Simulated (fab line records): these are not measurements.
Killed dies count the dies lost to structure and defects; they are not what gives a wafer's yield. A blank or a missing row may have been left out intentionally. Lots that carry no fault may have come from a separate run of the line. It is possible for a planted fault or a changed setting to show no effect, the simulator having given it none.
fab line records | flow gf180mcu | part 1 of 2: steps 1 to 29 of 40
record lots=5 wafers=15 last-day=34
route steps=602 shown STI@7 DNWELL@32 NWELL@42
lots untouched by any fault: they come from a run of this same line in which no faults occurred
start-h: the number of hours between the record's first day and the start of the first shown wafer of the lot | wait-h: time in hours since the lot's previous step | " same as the row above | L1.1+2: one row covering several wafers at once | - value missing, or start not given | * or withheld: withheld | < > ~ a bound
route shown NAME@n: names a module that has steps shown in the file, with the first one's number in the route | usual: mean/standard deviation taken from wafers without a fault | same: alike in all rows | chamber/n: place in a boat | sites: per-site readings | _std_site: standard deviation across them | _edge_site: mean of outer sites minus mean of inner sites | radius-mm: how far each site lies from the wafer's centre | mask NAME#n: copy n | behind: tool/chamber where the wafer was last shaped | hold: the reason the lot was held/the length of the hold in hours/how it ended | device: names the non-switching transistor (n, p or np) | end of line: the tests these same wafers got at the end of their route | where a step has no rows: the recipe by itself | killed: dies that structure and defects cost at the first sort, which is not the same as the wafer's yield | map: shows each die of a wafer: x if killed, . if not, _ if none is there
set.NAME: setting as actually run; set.NAME@STEP: the setting as run at that earlier step | model.NAME: the simulator's own value behind a step, which no gauge read
lots at some steps of the route; a table a step, a row a wafer
services: from which hour (start-h, from the record's first day; less than 0 if before it) a tool's chamber was out of use, for how many hours, and why
## steps
# step GF_STI_HMDS_06
# recipe prime-time-s=60 prime-temp-c=120
# columns lot.wafer tool chamber start-h wait-h
L074.1+2+4 litho-track-02 0 19.52 0.1
L076.1+3+5 litho-track-03 0 30.10 0.1
L084.2+4+5 litho-track-01 0 69.88 0.1
L093.1+4+5 litho-track-02 0 115.36 0.1
L094.2+3+5 litho-track-03 0 122.27 0.1
# step GF_STI_COAT_07
# recipe resist=KrF spin-rpm=withheld resist-thk-nm=700
# columns lot.wafer tool chamber start-h wait-h
L074.1+2+4 litho-track-02 0 19.67 0.1
L076.1+3+5 litho-track-03 0 30.25 0.1
L084.2+4+5 litho-track-01 0 70.03 0.1
L093.1+4+5 litho-track-02 0 115.51 0.1
L094.2+3+5 litho-track-03 0 122.42 0.1
# step GF_STI_SOFTBAKE_08
# recipe temp-c=130 time-s=60 resist=KrF
# usual plate-temp-C=130.03/0.13
# columns lot.wafer tool chamber start-h wait-h plate-temp-C
L074.1 litho-track-02 0 19.82 0.1 130.20
L074.2 " 0 " " 130.10
L074.4 " 0 " " 130.25
L076.1 litho-track-03 0 30.40 0.1 130.06
L076.3 " 0 " " 130.03
L076.5 " 0 " " 129.94
L084.2 litho-track-01 0 70.18 0.1 130.19
L084.4 " 0 " " 130.18
L084.5 " 0 " " 130.22
L093.1 litho-track-02 0 115.66 0.1 130.31
L093.4 " 0 " " 129.96
L093.5 " 0 " " 130.06
L094.2 litho-track-03 0 122.57 0.1 130.12
L094.3 " 0 " " 130.27
L094.5 " 0 " " 130.03
# step GF_STI_EXPOSE_09
# recipe mask-id=COMP target-cd-nm=220 na=0.68 source-shape=conventional sigma-outer=0.6 dose-mj=27.32
# same sigma-outer=0.6
# columns lot.wafer tool chamber start-h wait-h mask
L074.1+2+4 krf-scanner-01 0 - - COMP#0
L076.1+3+5 krf-scanner-01 0 - - COMP#0
L084.2+4+5 krf-scanner-01 0 - - COMP#0
L093.1+4+5 krf-scanner-02 0 - - COMP#0
L094.2+3+5 krf-scanner-02 0 - - COMP#0
# step GF_STI_PEB_10
# recipe peb-temp-c=135 peb-time-s=90 resist=KrF
# usual plate-temp-C=135.00/0.14
# columns lot.wafer tool chamber start-h wait-h plate-temp-C
L074.1 litho-track-03 0 - - 134.93
L074.2 " 0 " " 134.73
L074.4 " 0 " " 134.87
L076.1 litho-track-02 0 - - 134.90
L076.3 " 0 " " 134.86
L076.5 " 0 " " 135.16
L084.2 litho-track-02 0 - - 135.05
L084.4 " 0 " " 135.07
L084.5 " 0 " " 135.04
L093.1 litho-track-01 0 - - 134.96
L093.4 " 0 " " 134.84
L093.5 " 0 " " 134.96
L094.2 litho-track-01 0 - - 135.12
L094.3 " 0 " " 135.01
L094.5 " 0 " " 135.02
# step GF_STI_DEVELOP_11
# recipe develop-time-s=60 dev-temp-c=21
# same develop-time-s=60
# columns lot.wafer tool chamber start-h wait-h
L074.1+2+4 litho-track-03 0 25.70 0.2
L076.1+3+5 litho-track-02 0 37.06 0.2
L084.2+4+5 litho-track-02 0 76.94 0.2
L093.1+4+5 litho-track-01 0 122.65 0.2
L094.2+3+5 litho-track-01 0 129.93 0.2
# step GF_STI_CD_MEAS_12
# recipe target-cd-nm=220
# usual cd-nm=220.2/1.2
# columns lot.wafer tool chamber start-h wait-h cd-nm
L074.1 cd-sem-01 - 25.85 0.1 221.2
L074.2 " - " " 220.5
L074.4 " - " " 218.7
L076.1 cd-sem-02 - 37.21 0.1 222.4
L076.3 " - " " 221.7
L076.5 " - " " 221.5
L084.2 cd-sem-02 - 77.08 0.1 222.2
L084.4 " - " " 219.8
L084.5 " - " " 221.2
L093.1 cd-sem-01 - 122.80 0.1 220.2
L093.4 " - " " 219.5
L093.5 " - " " 219.1
L094.2 cd-sem-02 - 130.07 0.1 219.5
L094.3 " - " " 218.6
L094.5 " - " " 220.4
# step GF_STI_ETCH_13
# recipe chemistry=CHF3/O2 stop-on=Si over-etch-frac=0.3 target-depth-a=2823.1 source-w=600 bias-w=200 pressure-mtorr=40 chf3-flow-sccm=50 O2_flow_sccm=5 time-s=112.9
# usual chf3-flow-sccm=50.00/0.15 drypump-motor-current-A=5.6/0.52 oes-product-au=0.833/0.0063 throttle-valve-pct=8.810/0.009
# columns lot.wafer tool chamber start-h wait-h chf3-flow-sccm drypump-motor-current-A oes-product-au rf-hours-counter-h throttle-valve-pct
L074.1 rie-diel-02 2 25.97 0.1 49.94 5.1 0.831 27 8.805
L074.2 " 1 " " 50.05 6.0 0.839 33 8.813
L074.4 " 3 " " 50.08 5.3 0.832 2 8.815
L076.1 rie-diel-04 3 37.33 0.1 49.81 6.4 0.821 143 8.797
L076.3 " 2 " " 50.03 6.5 0.834 44 8.809
L076.5 " 1 " " 50.16 5.4 0.834 - 8.814
L084.2 rie-diel-04 3 77.18 0.1 50.01 6.4 0.825 144 8.798
L084.4 " 0 " " 49.98 6.2 0.824 2 8.799
L084.5 " 2 " " 49.85 6.5 0.824 - 8.815
L093.1 rie-diel-03 0 122.92 0.1 50.08 5.6 0.838 73 8.812
L093.4 " 2 " " 50.13 5.0 0.831 - 8.815
L093.5 " 0 " " 50.05 5.6 0.831 - 8.810
L094.2 rie-diel-02 3 130.17 0.1 50.28 5.3 0.836 5 8.799
L094.3 " 1 " " 49.89 6.0 0.838 36 8.815
L094.5 " 0 " " 49.95 6.0 0.834 - 8.789
# step GF_STI_ETCH_14
# recipe target=Si chemistry=HBr/Cl2/O2 target-depth-nm=360 icp-w=600 bias-w=150 pressure-mtorr=15 HBr_flow_sccm=150 Cl2_flow_sccm=40 O2_flow_sccm=6 time-s=102.9
# usual drypump-motor-current-A=5.7/0.4 oes-product-au=1.004/0.015 throttle-valve-pct=25.654/0.014
# columns lot.wafer tool chamber start-h wait-h drypump-motor-current-A oes-product-au rf-hours-counter-h throttle-valve-pct
L074.1 rie-si-01 0 26.05 0.0 5.6 1.016 15 25.638
L074.2 " 1 " " 6.0 1.006 40 25.650
L074.4 " 3 " " 5.6 0.974 0 25.683
L076.1 rie-si-02 1 37.41 0.0 6.5 1.003 87 25.659
L076.3 " 3 " " 5.0 1.020 3 25.639
L076.5 " 1 " " 6.5 1.007 - 25.660
L084.2 rie-si-02 1 77.26 0.0 6.6 1.009 88 25.646
L084.4 " 0 " " 5.5 1.007 122 25.653
L084.5 " 3 " " 5.0 1.025 - 25.644
L093.1 rie-si-01 1 123.00 0.0 6.0 1.012 41 25.645
L093.4 " 3 " " 5.7 0.982 1 25.667
L093.5 " 1 " " 6.0 1.018 - 25.645
L094.2 rie-si-01 0 130.25 0.0 5.6 1.020 16 25.630
L094.3 " 1 " " 6.0 1.020 41 25.665
L094.5 " 2 " " 5.9 1.013 - 25.647
# step GF_STI_STRIP_15
# recipe chemistry=O2/N2 power-w=1400 pressure-mtorr=1500 platen-temp-c=250 o2-flow-sccm=3000 n2-flow-sccm=300 overash-fraction=0.5
# usual drypump-motor-current-A=5.9/0.37 heater-power-w=354/28 oes-product-au=0.385/0.0054 strip-time-to-endpoint-s=3.74/0.061
# columns lot.wafer tool chamber start-h wait-h drypump-motor-current-A heater-power-w oes-product-au rf-hours-counter-h strip-time-to-endpoint-s
L074.1 plasma-asher-04 1 26.12 0.0 5.7 349 0.382 36 3.79
L074.2 " 0 " " 6.0 395 0.384 36 3.69
L074.4 " 1 " " 5.7 344 0.397 - 3.79
L076.1 plasma-asher-01 1 37.49 0.0 6.6 312 0.391 36 3.67
L076.3 " 0 " " 5.5 366 0.383 - 3.73
L076.5 " 0 " " 5.5 368 0.385 - 3.80
L084.2 plasma-asher-01 0 77.34 0.0 5.5 367 0.383 41 3.68
L084.4 " 0 " " 5.5 365 0.378 - 3.71
L084.5 " 0 " " 5.5 363 0.384 - 3.74
L093.1 plasma-asher-04 0 123.07 0.0 6.0 357 0.384 0 3.67
L093.4 " 1 " " 5.7 332 0.389 - 3.76
L093.5 " 0 " " 6.0 365 0.376 - 3.67
L094.2 plasma-asher-02 0 130.32 0.0 5.7 357 0.390 45 3.75
L094.3 " 0 " " 5.7 363 0.380 - 3.71
L094.5 " 1 " " 6.0 351 0.390 - 3.68
# step GF_STI_CLEAN_16
# recipe chemistry=dHF time-s=25 dilution=100:1
# columns lot.wafer tool chamber start-h wait-h
L074.1+2+4 wet-bench-02 0 26.22 0.1
L076.1+3+5 wet-bench-04 3 37.59 0.1
L084.2+4+5 wet-bench-04 3 77.44 0.1
L093.1+4+5 wet-bench-01 2 123.17 0.1
L094.2+3+5 wet-bench-02 2 130.42 0.1
# step GF_STI_WET_ETCH_17
# recipe chemistry=H3PO4 target-depth-nm=45 temp-c=160 target=Si3N4 time-s=514
# usual temp-c=160.00/0.17
# columns lot.wafer tool chamber start-h wait-h temp-c
L074.1 wet-bench-04 2 26.23 0.0 160.03
L074.2 " 2 " " 159.97
L074.4 " 2 " " 159.89
L076.1 wet-bench-02 0 37.62 0.0 159.88
L076.3 " 0 " " 159.92
L076.5 " 0 " " 159.98
L084.2 wet-bench-02 1 77.45 0.0 159.83
L084.4 " 1 " " 160.16
L084.5 " 1 " " 159.88
L093.1 wet-bench-02 1 123.19 0.0 159.93
L093.4 " 1 " " 159.87
L093.5 " 1 " " 159.86
L094.2 wet-bench-01 2 130.44 0.0 159.84
L094.3 " 2 " " 159.92
L094.5 " 2 " " 159.98
# step GF_STI_CLEAN_18
# recipe chemistry=SC1/SC2 mix=1:4:20 temp-c=70 time-s=150
# usual temp-c=69.99/0.14
# columns lot.wafer tool chamber start-h wait-h temp-c
L074.1 wet-bench-02 2 26.39 0.0 69.88
L074.2 " 2 " " 69.91
L074.4 " 2 " " 69.96
L076.1 wet-bench-01 1 37.77 0.0 69.94
L076.3 " 1 " " 69.98
L076.5 " 1 " " 69.95
L084.2 wet-bench-04 3 77.60 0.0 70.14
L084.4 " 3 " " 70.03
L084.5 " 3 " " 69.94
L093.1 wet-bench-04 3 123.34 0.0 70.34
L093.4 " 3 " " 70.09
L093.5 " 3 " " 70.19
L094.2 wet-bench-04 3 130.59 0.0 70.06
L094.3 " 3 " " 69.89
L094.5 " 3 " " 70.15
# step GF_STI_CLEAN_19
# recipe chemistry=dHF time-s=20 dilution=100:1
# columns lot.wafer tool chamber start-h wait-h
L074.1+2+4 wet-bench-02 2 26.44 0.0
L076.1+3+5 wet-bench-04 1 37.82 0.0
L084.2+4+5 wet-bench-01 3 77.65 0.0
L093.1+4+5 wet-bench-01 2 123.39 0.0
L094.2+3+5 wet-bench-02 3 130.64 0.0
# step GF_STI_WET_ETCH_20
# recipe chemistry=dHF dilution=100:1 target-depth-nm=20 temp-c=25 dry=ipa-marangoni target=SiO2 time-s=400
# usual temp-c=24.97/0.095
# columns lot.wafer tool chamber start-h wait-h temp-c
L074.1 wet-bench-02 1 26.45 0.0 25.08
L074.2 " 1 " " 24.93
L074.4 " 1 " " 25.11
L076.1 wet-bench-02 1 37.85 0.0 24.95
L076.3 " 1 " " 24.90
L076.5 " 1 " " 24.99
L084.2 wet-bench-02 1 77.67 0.0 25.17
L084.4 " 1 " " 25.07
L084.5 " 1 " " 25.21
L093.1 wet-bench-02 1 123.41 0.0 25.10
L093.4 " 1 " " 24.97
L093.5 " 1 " " 25.07
L094.2 wet-bench-01 2 130.65 0.0 25.03
L094.3 " 2 " " 24.92
L094.5 " 2 " " 25.01
# step GF_STI_OXIDATION_21
# recipe temp-c=1000 ambient=O2 stabilise-s=600 purge-s=300 target-thk-a=150 ox-time-s=458
# same ox-time-s=458
# columns lot.wafer tool chamber start-h wait-h
L074.1+2+4 furnace-01 0 26.57 0.0
L076.1+3+5 furnace-01 0 37.97 0.0
L084.2+4+5 furnace-02 0 77.79 0.0
L093.1+4+5 furnace-01 0 123.53 0.0
L094.2+3+5 furnace-02 0 131.90 1.1
# step GF_STI_THK_MEAS_22
# recipe reads=SiO2_of_STI_OXIDATION_21
# usual STI_OXIDATION_01_THK=15.00/0.26
# columns lot.wafer tool chamber start-h wait-h STI_OXIDATION_01_THK[nm]
L074.1 film-metro-04 - 27.70 0.0 14.75
L074.2 " - " " 15.03
L074.4 " - " " 14.99
L076.1 film-metro-02 - 39.10 0.0 14.64
L076.3 " - " " 14.62
L076.5 " - " " 14.46
L084.2 film-metro-04 - 78.92 0.0 15.11
L084.4 " - " " 15.32
L084.5 " - " " 14.97
L093.1 film-metro-02 - 124.66 0.0 14.88
L093.4 " - " " 15.07
L093.5 " - " " 15.04
L094.2 film-metro-03 - 133.04 0.0 14.65
L094.3 " - " " 14.81
L094.5 " - " " 14.72
# step GF_STI_CVD_23
# recipe material=SiO2 target-thk-nm=650 sigma-open-frac=0.3 time-s=108.3 temp-c=600 sih4-flow-sccm=60 pressure-mtorr=6
# columns lot.wafer tool chamber start-h wait-h
L074.1+2+4 hdpcvd-01 0,2,0 27.76 0.1
L076.1+3+5 hdpcvd-02 1,0,1 39.16 0.1
L084.2+4+5 hdpcvd-01 0,0,2 78.97 0.0
L093.1+4+5 hdpcvd-01 1,2,1 124.72 0.1
L094.2+3+5 hdpcvd-01 1,2,0 133.09 0.0
# step GF_STI_THK_MEAS_24
# recipe reads=SiO2_of_STI_CVD_23
# usual STI_CVD_23_THK=651/8.7
# columns lot.wafer tool chamber start-h wait-h STI_CVD_23_THK[nm]
L074.1 film-metro-03 - 27.83 0.0 659
L074.2 " - " " 654
L074.4 " - " " 661
L076.1 film-metro-02 - 39.24 0.0 655
L076.3 " - " " 663
L076.5 " - " " 661
L084.2 film-metro-02 - 79.06 0.0 678
L084.4 " - " " 678
L084.5 " - " " 644
L093.1 film-metro-03 - 124.79 0.0 651
L093.4 " - " " 645
L093.5 " - " " 649
L094.2 film-metro-03 - 133.18 0.0 644
L094.3 " - " " 630
L094.5 " - " " 656
# step GF_STI_CMP_25
# recipe stop-on=Si3N4 t-overpolish-s=33 down-force-psi=4 platen-rpm=60 target-thk-nm=524.6 pad-velocity-m-s=0.94248
# usual motor-current-A=12.3/1.2 overpolish-run-s=32.998/0.0093 time-to-endpoint-s=123/5.6
# same t-overpolish-s=33
# columns lot.wafer tool chamber start-h wait-h motor-current-A overpolish-run-s time-to-endpoint-s
L074.4 cmp-01 1 28.03 0.2 9.2 32.996 129
L074.1 " 2 " " 13.0 32.991 127
L074.2 " 3 " " 12.7 33.000 125
L076.3 cmp-01 0 39.30 0.0 13.4 32.992 124
L076.1 " 2 " " 13.8 32.993 128
L076.5 " 0 " " 13.7 33.005 124
L084.2 cmp-02 2 79.11 0.0 12.5 32.990 119
L084.4 " 3 " " 13.7 32.995 121
L084.5 " 3 " " 13.3 33.004 116
L093.1 cmp-02 1 124.85 0.1 11.9 33.006 125
L093.4 " 0 " " 11.9 33.015 124
L093.5 " 2 " " 12.4 33.010 114
L094.2 cmp-02 3 133.33 0.1 13.5 32.999 114
L094.3 " 0 " " 11.4 33.010 126
L094.5 " 2 " " 12.4 32.986 118
# step GF_STI_WET_ETCH_26
# recipe chemistry=dHF target-depth-nm=94 target=SiO2 temp-c=25 dilution=10:1 time-s=188
# usual temp-c=25.03/0.11
# columns lot.wafer tool chamber start-h wait-h temp-c
L074.1 wet-bench-04 2 28.33 0.2 24.98
L074.2 " 2 " " 25.00
L074.4 " 2 " " 24.97
L076.1 wet-bench-01 0 39.60 0.1 25.09
L076.3 " 0 " " 25.21
L076.5 " 0 " " 25.03
L084.2 wet-bench-01 2 79.41 0.2 24.96
L084.4 " 2 " " 24.97
L084.5 " 2 " " 25.12
L093.1 wet-bench-01 1 125.15 0.2 25.08
L093.4 " 1 " " 25.06
L093.5 " 1 " " 25.14
L094.2 wet-bench-04 3 133.53 0.1 24.97
L094.3 " 3 " " 24.97
L094.5 " 3 " " 25.09
# step GF_STI_WET_ETCH_27
# recipe chemistry=H3PO4 target-depth-nm=160 target=Si3N4 temp-c=160 time-s=1825
# usual temp-c=160.02/0.14
# columns lot.wafer tool chamber start-h wait-h temp-c
L074.1 wet-bench-01 0 28.39 0.0 160.00
L074.2 " 0 " " 160.11
L074.4 " 0 " " 160.10
L076.1 wet-bench-02 0 39.66 0.0 160.15
L076.3 " 0 " " 160.41
L076.5 " 0 " " 159.89
L084.2 wet-bench-04 0 79.47 0.0 160.16
L084.4 " 0 " " 160.18
L084.5 " 0 " " 160.29
L093.1 wet-bench-02 2 125.21 0.0 160.05
L093.4 " 2 " " 159.94
L093.5 " 2 " " 159.80
L094.2 wet-bench-01 3 133.59 0.0 160.08
L094.3 " 3 " " 160.03
L094.5 " 3 " " 160.04
# step GF_STI_WET_ETCH_28
# recipe chemistry=dHF target-depth-nm=20 dry=ipa-marangoni target=SiO2 temp-c=25 dilution=10:1 time-s=38.29
# usual temp-c=25.00/0.11
# columns lot.wafer tool chamber start-h wait-h temp-c
L074.1 wet-bench-02 3 28.90 0.0 25.10
L074.2 " 3 " " 24.95
L074.4 " 3 " " 25.21
L076.1 wet-bench-04 3 40.22 0.0 25.11
L076.3 " 3 " " 25.03
L076.5 " 3 " " 24.85
L084.2 wet-bench-01 0 79.99 0.0 25.04
L084.4 " 0 " " 24.84
L084.5 " 0 " " 24.89
L093.1 wet-bench-01 1 125.73 0.0 24.99
L093.4 " 1 " " 25.04
L093.5 " 1 " " 25.14
L094.2 wet-bench-02 2 134.10 0.0 25.03
L094.3 " 2 " " 25.08
L094.5 " 2 " " 24.84
# step GF_STI_OXIDATION_29
# recipe temp-c=900 ambient=O2 stabilise-s=600 purge-s=300 target-thk-a=100 ox-time-s=1418
# same ox-time-s=1418
# columns lot.wafer tool chamber start-h wait-h
L074.1+2+4 furnace-02 0 29.03 0.1
L076.1+3+5 furnace-02 0 40.74 0.5
L084.2+4+5 furnace-01 0 80.52 0.5
L093.1+4+5 furnace-02 0 126.49 0.7
L094.2+3+5 furnace-02 0 134.12 0.0
# step GF_STI_THK_MEAS_30
# recipe reads=SiO2_of_STI_OXIDATION_29
# usual STI_OXIDATION_02_THK=9.94/0.16
# columns lot.wafer tool chamber start-h wait-h STI_OXIDATION_02_THK[nm]
L074.1 film-metro-03 - 30.42 0.0 9.94
L074.2 " - " " 10.14
L074.4 " - " " 10.19
L076.1 film-metro-04 - 42.13 0.0 9.80
L076.3 " - " " 9.74
L076.5 " - " " 9.86
L084.2 film-metro-04 - 81.92 0.0 9.81
L084.4 " - " " 9.76
L084.5 " - " " 9.81
L093.1 film-metro-04 - 127.89 0.0 9.86
L093.4 " - " " 9.77
L093.5 " - " " 9.74
L094.2 film-metro-03 - 135.53 0.0 10.07
L094.3 " - " " 10.01
L094.5 " - " " 9.83
# step GF_DNWELL_DEHYDRATE_00
# recipe temp-c=200 time-s=60
# usual plate-temp-C=200.00/0.15
# columns lot.wafer tool chamber start-h wait-h plate-temp-C
L074.1 litho-track-04 0 36.26 5.8 200.01
L074.2 " 0 " " 199.98
L074.4 " 0 " " 199.83
L076.1 litho-track-04 0 47.41 5.3 199.89
L076.3 " 0 " " 200.19
L076.5 " 0 " " 200.11
L084.2 litho-track-03 0 88.47 6.5 200.02
L084.4 " 0 " " 200.00
L084.5 " 0 " " 200.16
L093.1 litho-track-04 0 134.20 6.3 199.67
L093.4 " 0 " " 200.00
L093.5 " 0 " " 199.85
L094.2 litho-track-03 0 142.47 6.9 200.04
L094.3 " 0 " " 200.22
L094.5 " 0 " " 199.93
# step GF_DNWELL_HMDS_01
# recipe prime-time-s=60 prime-temp-c=120
# columns lot.wafer tool chamber start-h wait-h
L074.1+2+4 litho-track-04 0 36.41 0.1
L076.1+3+5 litho-track-04 0 47.56 0.1
L084.2+4+5 litho-track-03 0 88.62 0.1
L093.1+4+5 litho-track-04 0 134.35 0.1
L094.2+3+5 litho-track-03 0 142.62 0.1
# step GF_DNWELL_COAT_02
# recipe spin-rpm=2000 resist-thk-nm=3000
# columns lot.wafer tool chamber start-h wait-h
L074.1+2+4 litho-track-04 0 36.56 0.1
L076.1+3+5 litho-track-04 0 47.71 0.1
L084.2+4+5 litho-track-03 0 88.77 0.1
L093.1+4+5 litho-track-04 0 134.50 0.1
L094.2+3+5 litho-track-03 0 142.77 0.1
# step GF_DNWELL_SOFTBAKE_03
# recipe temp-c=110 time-s=withheld
# usual plate-temp-C=109.99/0.13
# columns lot.wafer tool chamber start-h wait-h plate-temp-C
L074.1 litho-track-04 0 36.71 0.1 109.89
L074.2 " 0 " " 109.82
L074.4 " 0 " " 109.91
L076.1 litho-track-04 0 47.86 0.1 110.17
L076.3 " 0 " " 110.10
L076.5 " 0 " " 110.18
L084.2 litho-track-03 0 88.93 0.1 109.94
L084.4 " 0 " " 109.88
L084.5 " 0 " " 110.11
L093.1 litho-track-04 0 134.65 0.1 110.11
L093.4 " 0 " " 110.14
L093.5 " 0 " " 110.09
L094.2 litho-track-03 0 142.93 0.1 110.02
L094.3 " 0 " " 110.00
L094.5 " 0 " " 109.97
